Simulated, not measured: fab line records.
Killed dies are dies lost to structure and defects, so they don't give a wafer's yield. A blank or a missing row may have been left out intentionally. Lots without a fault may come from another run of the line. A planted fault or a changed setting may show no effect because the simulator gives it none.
The tool behind it: which one? :: flow sky130 :: 15 lots with 45 wafers sampled at 4 steps, on a route of 708 steps

== WHAT THE GAUGES SHOWED, per wafer ==
SKY_POLY_GATE_THK_MEAS_04. Usual: POLY_GATE_CVD_03_THK typically reads 75.1 nm, with standard deviation 0.84.
lot: L981
measured: day 16 00:27
on: film_metro-02
POLY_GATE_CVD_03_THK (nm): 75.7 75.2 75.5
flag: 

lot: L983
measured: day 16 10:52
on: film_metro-02
POLY_GATE_CVD_03_THK (nm): 76.6 76.8 76.4
flag: 

lot: L982
measured: day 16 16:10
on: film_metro-02
POLY_GATE_CVD_03_THK (nm): 76.0 75.2 75.4
flag: 

lot: L984
measured: day 17 06:46
on: film_metro-02
POLY_GATE_CVD_03_THK (nm): 75.9 75.9 76.2
flag: 

lot: L988
measured: day 18 09:08
on: film_metro-02
POLY_GATE_CVD_03_THK (nm): 75.1 74.9 74.6
flag: 

lot: L990
measured: day 19 06:45
on: film_metro-04
POLY_GATE_CVD_03_THK (nm): 75.2 76.0 75.5
flag: 

lot: L993
measured: day 20 03:26
on: film_metro-03
POLY_GATE_CVD_03_THK (nm): 75.1 75.0 74.9
flag: 

lot: L995
measured: day 21 15:07
on: film_metro-02
POLY_GATE_CVD_03_THK (nm): 74.2 73.4 73.7
flag: 

lot: L994
measured: day 21 17:07
on: film_metro-03
POLY_GATE_CVD_03_THK (nm): 74.5 74.8 74.2
flag: 

lot: L996
measured: day 21 21:24
on: film_metro-04
POLY_GATE_CVD_03_THK (nm): 74.8 74.2 75.2
flag: 

lot: L998
measured: day 22 05:40
on: film_metro-03
POLY_GATE_CVD_03_THK (nm): 73.9 74.8 75.2
flag: 

lot: L999
measured: day 22 08:29
on: film_metro-04
POLY_GATE_CVD_03_THK (nm): 73.6 73.6 73.4
flag: 

lot: L997
measured: day 22 10:19
on: film_metro-03
POLY_GATE_CVD_03_THK (nm): 74.7 73.9 74.3
flag: 

lot: L101
measured: day 23 00:04
on: film_metro-02
POLY_GATE_CVD_03_THK (nm): 74.6 74.5 74.4
flag: 

lot: L102
measured: day 23 19:34
on: film_metro-02
POLY_GATE_CVD_03_THK (nm): 75.5 74.8 75.1
flag: 

SKY_LDD_P_CD_MEAS_07 targets a cd of 380 nm. Usual: cd_nm 379.7 nm, standard deviation 2.4.
lot: L981
measured: day 19 20:32
on: cd_sem-01
cd_nm (nm): 378.2 378.9 378.7
flag: 

lot: L983
measured: day 20 09:11
on: cd_sem-01
cd_nm (nm): 378.1 377.9 375.3
flag: 

lot: L982
measured: day 20 14:44
on: cd_sem-01
cd_nm (nm): 379.5 378.6 380.0
flag: 

lot: L984
measured: day 21 05:13
on: cd_sem-02
cd_nm (nm): 378.2 380.0 379.1
flag: 

lot: L988
measured: day 22 07:09
on: cd_sem-02
cd_nm (nm): 377.4 380.6 380.3
flag: 

lot: L990
measured: day 23 07:03
on: cd_sem-01
cd_nm (nm): 382.7 383.7 382.5
flag: 

lot: L996
measured: day 25 17:09
on: cd_sem-02
cd_nm (nm): 385.1 381.9 383.4
flag: 

lot: L998
measured: day 26 01:20
on: cd_sem-01
cd_nm (nm): 377.1 381.1 380.5
flag: 

lot: L999
measured: day 26 05:47
on: cd_sem-02
cd_nm (nm): 385.7 383.7 386.2
flag: 

lot: L997
measured: day 26 06:38
on: cd_sem-02
cd_nm (nm): 382.7 380.4 382.2
flag: 

lot: L101
measured: day 26 19:05
on: cd_sem-02
cd_nm (nm): 378.1 377.1 381.0
flag: 

lot: L102
measured: day 27 12:52
on: cd_sem-02
cd_nm (nm): 378.2 375.4 376.0
flag: 

== TOOL THAT RAN EACH LOT (tool first, then ch and the chambers of the sampled wafers, then the start) ==
lot: L981
SKY_RES_PROTECT_STRIP_07: plasma_asher-01 ch 0, day 15 21:17
SKY_LDD_N_IMPLANT_12: implanter-03 ch 0, day 18 13:13

lot: L983
SKY_RES_PROTECT_STRIP_07: plasma_asher-01 ch 0,1, day 16 09:17
SKY_LDD_N_IMPLANT_12: implanter-02 ch 0, day 19 01:55

lot: L982
SKY_RES_PROTECT_STRIP_07: plasma_asher-03 ch 0,1, day 16 14:35
SKY_LDD_N_IMPLANT_12: implanter-03 ch 0, day 19 07:22

lot: L984
SKY_RES_PROTECT_STRIP_07: plasma_asher-01 ch 0,1, day 17 05:11
SKY_LDD_N_IMPLANT_12: implanter-02 ch 0, day 19 22:06

lot: L988
SKY_RES_PROTECT_STRIP_07: plasma_asher-01 ch 0,1, day 18 07:35
SKY_LDD_N_IMPLANT_12: implanter-02 ch 0, day 21 00:47

lot: L990
SKY_RES_PROTECT_STRIP_07: plasma_asher-03 ch 0,1, day 19 05:11
SKY_LDD_N_IMPLANT_12: implanter-04 ch 0, day 22 00:06

lot: L993
SKY_RES_PROTECT_STRIP_07: plasma_asher-04 ch 0,1, day 20 01:16
SKY_LDD_N_IMPLANT_12: implanter-04, day 22 18:34

lot: L995
SKY_RES_PROTECT_STRIP_07: plasma_asher-04 ch 0,1, day 21 13:32
SKY_LDD_N_IMPLANT_12: implanter-04, day 24 05:13

lot: L994
SKY_RES_PROTECT_STRIP_07: plasma_asher-04 ch 0,1, day 21 15:32
SKY_LDD_N_IMPLANT_12: implanter-02, day 24 07:52

lot: L996
SKY_RES_PROTECT_STRIP_07: plasma_asher-03 ch 0,1, day 21 19:50
SKY_LDD_N_IMPLANT_12: implanter-04 ch 0, day 24 11:12

lot: L998
SKY_RES_PROTECT_STRIP_07: plasma_asher-01 ch 0,1, day 22 04:05
SKY_LDD_N_IMPLANT_12: implanter-02 ch 0, day 24 19:31

lot: L999
SKY_RES_PROTECT_STRIP_07: plasma_asher-03 ch 0,1, day 22 06:56
SKY_LDD_N_IMPLANT_12: implanter-03 ch 0, day 24 23:34

lot: L997
SKY_RES_PROTECT_STRIP_07: plasma_asher-04 ch 0,1, day 22 08:44
SKY_LDD_N_IMPLANT_12: implanter-04 ch 0, day 25 01:32

lot: L101
SKY_RES_PROTECT_STRIP_07: plasma_asher-04 ch 0,1, day 22 22:29
SKY_LDD_N_IMPLANT_12: implanter-03 ch 0, day 25 13:47

lot: L102
SKY_RES_PROTECT_STRIP_07: plasma_asher-04 ch 0,1, day 23 17:32
SKY_LDD_N_IMPLANT_12: implanter-04 ch 0, day 26 08:18
- SKY_RES_PROTECT_STRIP_07: strips in O2/N2.
- SKY_LDD_N_IMPLANT_12

== AS READ BY THE TOOLS THEMSELVES (means over the sampled wafers that have a number; for cases with no such wafer, the mark the record gives instead) ==
SKY_RES_PROTECT_STRIP_07. Usual: drypump_motor_current_A 5.8 A, standard deviation 0.35; n2_flow_sccm 300.0 sccm, standard deviation 0.8; o2_flow_sccm 3000 sccm, standard deviation 8.2; oes_product_au 0.518 a.u., standard deviation 0.0052; strip_time_to_endpoint_s 23.30 s, standard deviation 0.047.
lot: L981
tool: plasma_asher-01
drypump_motor_current_A (A): 5.5
n2_flow_sccm (sccm): 300.2
o2_flow_sccm (sccm): 3007
oes_product_au (a.u.): 0.515
strip_time_to_endpoint_s (s): 23.32
flag: 

lot: L983
tool: plasma_asher-01
drypump_motor_current_A (A): 5.6
n2_flow_sccm (sccm): 300.0
o2_flow_sccm (sccm): 2998
oes_product_au (a.u.): 0.512
strip_time_to_endpoint_s (s): 23.31
flag: 

lot: L982
tool: plasma_asher-03
drypump_motor_current_A (A): 5.8
n2_flow_sccm (sccm): 298.7
o2_flow_sccm (sccm): 3011
oes_product_au (a.u.): 0.516
strip_time_to_endpoint_s (s): 23.24
flag: 

lot: L984
tool: plasma_asher-01
drypump_motor_current_A (A): 5.6
n2_flow_sccm (sccm): 299.1
o2_flow_sccm (sccm): 2996
oes_product_au (a.u.): 0.516
strip_time_to_endpoint_s (s): 23.27
flag: 

lot: L988
tool: plasma_asher-01
drypump_motor_current_A (A): 5.5
n2_flow_sccm (sccm): 300.2
o2_flow_sccm (sccm): 2998
oes_product_au (a.u.): 0.513
strip_time_to_endpoint_s (s): 23.26
flag: 

lot: L990
tool: plasma_asher-03
drypump_motor_current_A (A): 5.8
n2_flow_sccm (sccm): 300.2
o2_flow_sccm (sccm): 2999
oes_product_au (a.u.): 0.515
strip_time_to_endpoint_s (s): 23.29
flag: 

lot: L993
tool: plasma_asher-04
drypump_motor_current_A (A): 5.9
n2_flow_sccm (sccm): 300.0
o2_flow_sccm (sccm): 3005
oes_product_au (a.u.): 0.518
strip_time_to_endpoint_s (s): 23.25
flag: 

lot: L995
tool: plasma_asher-04
drypump_motor_current_A (A): 6.0
n2_flow_sccm (sccm): 300.9
o2_flow_sccm (sccm): 2985
oes_product_au (a.u.): 0.523
strip_time_to_endpoint_s (s): 23.25
flag: 

lot: L994
tool: plasma_asher-04
drypump_motor_current_A (A): 5.6
n2_flow_sccm (sccm): 299.8
o2_flow_sccm (sccm): 2997
oes_product_au (a.u.): 0.519
strip_time_to_endpoint_s (s): 23.34
flag: 

lot: L996
tool: plasma_asher-03
drypump_motor_current_A (A): 5.9
n2_flow_sccm (sccm): 300.4
o2_flow_sccm (sccm): 2999
oes_product_au (a.u.): 0.520
strip_time_to_endpoint_s (s): 23.34
flag: 

lot: L998
tool: plasma_asher-01
drypump_motor_current_A (A): 5.6
n2_flow_sccm (sccm): 300.3
o2_flow_sccm (sccm): 3003
oes_product_au (a.u.): 0.514
strip_time_to_endpoint_s (s): 23.31
flag: 

lot: L999
tool: plasma_asher-03
drypump_motor_current_A (A): 5.8
n2_flow_sccm (sccm): 300.3
o2_flow_sccm (sccm): 2996
oes_product_au (a.u.): 0.513
strip_time_to_endpoint_s (s): 23.31
flag: 

lot: L997
tool: plasma_asher-04
drypump_motor_current_A (A): 5.6
n2_flow_sccm (sccm): 299.8
o2_flow_sccm (sccm): 3003
oes_product_au (a.u.): 0.517
strip_time_to_endpoint_s (s): 23.30
flag: 

lot: L101
tool: plasma_asher-04
drypump_motor_current_A (A): 5.6
n2_flow_sccm (sccm): 299.9
o2_flow_sccm (sccm): 2997
oes_product_au (a.u.): 0.514
strip_time_to_endpoint_s (s): 23.35
flag: 

lot: L102
tool: plasma_asher-04
drypump_motor_current_A (A): 5.9
n2_flow_sccm (sccm): 299.6
o2_flow_sccm (sccm): 3003
oes_product_au (a.u.): 0.519
strip_time_to_endpoint_s (s): 23.25
flag: 

SKY_LDD_N_IMPLANT_12. Usual: beam_energy_keV 50.001, standard deviation 0.016; beam_on_s 9.97 s, standard deviation 0.2.
lot: L981
tool: implanter-03
beam_energy_keV: 49.986
beam_on_s (s): 9.76
flag: 

lot: L983
tool: implanter-02
beam_energy_keV: 49.997
beam_on_s (s): 9.95
flag: 

lot: L982
tool: implanter-03
beam_energy_keV: 50.002
beam_on_s (s): 10.07
flag: 

lot: L984
tool: implanter-02
beam_energy_keV: 50.004
beam_on_s (s): 10.04
flag: 

lot: L988
tool: implanter-02
beam_energy_keV: 50.006
beam_on_s (s): 9.93
flag: 

lot: L990
tool: implanter-04
beam_energy_keV: 49.982
beam_on_s (s): 10.04
flag: 

lot: L993
tool: implanter-04
beam_energy_keV: -
beam_on_s (s): -
flag: OFF

lot: L995
tool: implanter-04
beam_energy_keV: -
beam_on_s (s): -
flag: OFF

lot: L994
tool: implanter-02
beam_energy_keV: -
beam_on_s (s): -
flag: OFF

lot: L996
tool: implanter-04
beam_energy_keV: 50.004
beam_on_s (s): 9.92
flag: 

lot: L998
tool: implanter-02
beam_energy_keV: 50.020
beam_on_s (s): 10.04
flag: 

lot: L999
tool: implanter-03
beam_energy_keV: 50.007
beam_on_s (s): 9.83
flag: 

lot: L997
tool: implanter-04
beam_energy_keV: 49.998
beam_on_s (s): 9.84
flag: 

lot: L101
tool: implanter-03
beam_energy_keV: 49.973
beam_on_s (s): 10.05
flag: 

lot: L102
tool: implanter-04
beam_energy_keV: 50.000
beam_on_s (s): 9.88
flag: 

== THE ANSWER, worked out from the rows above alone ==
Rule: lot off if the mean of its wafers having a number is beyond 3 standard deviations from the usual mean. A lot without any number at a reading at which 4 lots or more have one is off too. Where the step has rows for the other lots, those lots are counted as sound. The gauges are gone through in route order, then the tools' own readings, and for those a lot's mean is taken as printed above. The first step at which some lot is off is used, and at that step the reading that is off furthest; a lot without a number counts as furthest.
Off, at SKY_LDD_N_IMPLANT_12 on beam_energy_keV: L993, L995, L994. Without a number there: L993, L995, L994.
A tool fits if, at that step or a process step before it, it ran every lot that is off, and no sound lot after the first of them. No candidate that was tried fits.

== WHAT THE SIMULATOR PUT IN ==
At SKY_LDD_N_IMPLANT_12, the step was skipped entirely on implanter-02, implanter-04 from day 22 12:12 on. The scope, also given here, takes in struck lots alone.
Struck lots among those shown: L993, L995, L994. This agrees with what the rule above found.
